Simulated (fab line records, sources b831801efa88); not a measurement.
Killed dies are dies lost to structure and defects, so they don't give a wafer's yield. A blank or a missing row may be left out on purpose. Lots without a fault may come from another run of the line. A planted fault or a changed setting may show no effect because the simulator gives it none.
Chamber matching | flow sky130 | SKY_VIA1_CMP_02 on cmp-02: 4 sister chambers
The step polishes SiO2. 14 wafers are shown with their chamber, then 7 later ones without.

WAFERS WITH THEIR CHAMBER
wafer  | chamber | motor_current_A (A) | retaining_ring_pressure_frac
L101.1 | 0       | 13.8                | 0.996
L101.2 | 1       | 12.8                | 0.985
L101.5 | 2       | 12.1                | 0.999
L103.1 | 3       | 12.9                | 0.994
L103.2 | 0       | 13.3                | 1.009
L103.6 | 0       | 13.5                | 1.003
L105.2 | 1       | 11.4                | 0.999
L105.3 | 3       | 13.4                | 0.995
L105.4 | 0       | 13.6                | 1.007
L106.1 | 1       | 11.6                | 0.997
L106.3 | 3       | 13.0                | 1.000
L106.5 | 3       | 13.1                | 0.998
L108.2 | 0       | 13.4                | 0.990
L108.4 | 2       | 11.3                | 0.999

SIGNATURES (means of the wafers above)
reading                      | chamber 0 | chamber 1 | chamber 2 | chamber 3 | scatter within a chamber
motor_current_A              | 13.520    | 11.933    | 11.700    | 13.100    | 0.419
retaining_ring_pressure_frac | 1.00100   | 0.99367   | 0.99900   | 0.99675   | 0.00622
Rule: a wafer's distance from a chamber is the root of the sum, over the readings, of the square of ((its reading less the chamber's mean) divided by the reading's scatter). The wafer belongs to the nearest chamber; if the next one is less than 2 further off, it can't be placed. The scatter: the root of (the sum of the squares of (reading less its chamber's mean) over the shown wafers, divided by (wafers less chambers)).

WAFERS WITHOUT THEIR CHAMBER
wafer  | motor_current_A (A) | retaining_ring_pressure_frac
L108.6 | 11.6                | 1.009
L109.1 | 13.8                | 0.997
L109.3 | 11.7                | 0.996
L109.5 | 11.5                | 1.001
L122.3 | 11.3                | 1.002
L122.4 | 12.8                | 1.001
L122.5 | 10.9                | 0.999

WHICH CHAMBER EACH WENT THROUGH
wafer  | from the rows above               | in truth
L108.6 | can't be placed: 2 or 1           | 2
L109.1 | can't be placed: 0 or 3           | 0
L109.3 | can't be placed: 2 or 1           | 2
L109.5 | can't be placed: 2 or 1           | 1
L122.3 | can't be placed: 2 or 1           | 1
L122.4 | can't be placed: 3 or 0 or 1 or 2 | 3
L122.5 | can't be placed: 2 or 1           | 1
Placed correctly: 0 of 7. Can't be placed from these rows: 7 (the true chamber is among the candidates in 7). Placed wrongly: 0.
